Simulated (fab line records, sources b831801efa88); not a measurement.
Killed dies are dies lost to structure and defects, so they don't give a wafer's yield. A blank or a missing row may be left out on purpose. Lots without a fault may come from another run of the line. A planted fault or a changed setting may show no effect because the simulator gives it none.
Problem report in the 8D (eight disciplines) form, filled by code | flow sky130 | the parts of the form that need people (team, actions taken, sign-off) are left out

1. THE PROBLEM
overpolish_run_s at SKY_CONTACT_CMP_27 reads a mean of 0.038 s on 6 wafers of 2 lots; wafers without a fault read 15.000 s with a standard deviation of 0.0087. That is -99 or more standard deviations from the usual mean.
The step: polishes, stops on SiO2, t overpolish 15 s, target thk 0 nm.
First seen on wafer L643.3, day 35 19:46, on cmp-01. The record holds 39 wafers of 13 lots with a number at this step. Rule for "out", or "out of limits": more than 4 standard deviations from the usual mean. The other wafers with a number count as sound.

2. WHAT IT IS AND WHAT IT IS NOT
question                    | is                                   | is not
which readings at this step | overpolish_run_s, time_to_endpoint_s | edge_zone_pressure_frac, motor_current_A
which lots                  | L643, L644                           | L634, L636, L638, L639, L640, L642, L645, L648, L649, L650, L651
which wafers of those lots  | all that have a number               | -
read on which tools         | cmp-01                               | cmp-02
when                        | from day 35 19:46                    | up to then (15 sound wafers); but 18 sound wafers of L642, L645, L648, L649, L650, L651 came after

3. SUSPECTS, AND WHAT RULES EACH OUT
Counting: a tool at a process step up to the reading stays a suspect if it ran every lot that is out and no sound lot after the first of them.
- cmp-01 at SKY_CONTACT_CMP_27 (polishes, stops on SiO2, t overpolish 15 s, target thk 0 nm): kept. It ran every lot that is out, first L643 (day 35 19:46), and no sound lot after that; its last sound lot up to then is L640 (day 35 06:22). Its own readings are out on those wafers: overpolish_run_s, time_to_endpoint_s.
Left after counting: cmp-01 at SKY_CONTACT_CMP_27.

4. THE CAUSE (what the simulator had put in)
Process parameter drift: cmp-01, from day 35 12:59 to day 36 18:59, at SKY_CONTACT_CMP_27. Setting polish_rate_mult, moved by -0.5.
Counting left only this tool.

5. THE CHAIN OF EFFECTS, in route order
Each row: a reading whose mean over the struck wafers that have a number lies more than 3 standard deviations from the usual. Only readings for which the record gives a usual standard deviation are gone through. hours: the time from each lot's start at the first step in this table that gives one to its start at this step, as a median over the lots. sigmas: the change in usual standard deviations.
hours | step                  | reading            | usual    | on struck wafers | change  | sigmas
0     | SKY_CONTACT_CMP_27    | overpolish_run_s   | 15.000 s | 0.038            | -14.962 | -99 or more
0     | SKY_CONTACT_CMP_27    | time_to_endpoint_s | 83 s     | 128              | +44     | +12
313   | SKY_PAD_OPEN_PROBE_99 | killed_at_contacts | 24       | 431              | +407    | +75
313   | SKY_PAD_OPEN_PROBE_99 | killed_dies        | 87       | 492              | +405    | +46
313   | SKY_PAD_OPEN_PROBE_99 | killed_on_rim      | 17       | 96               | +79     | +23
The process steps in it:
- SKY_CONTACT_CMP_27: polishes, stops on SiO2, t overpolish 15 s, target thk 0 nm.
- SKY_PAD_OPEN_PROBE_99

6. WHAT WOULD HAVE CAUGHT IT SOONER
In this record the first reading out of limits was taken at day 35 19:46, 7 hours after the fault began at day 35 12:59.
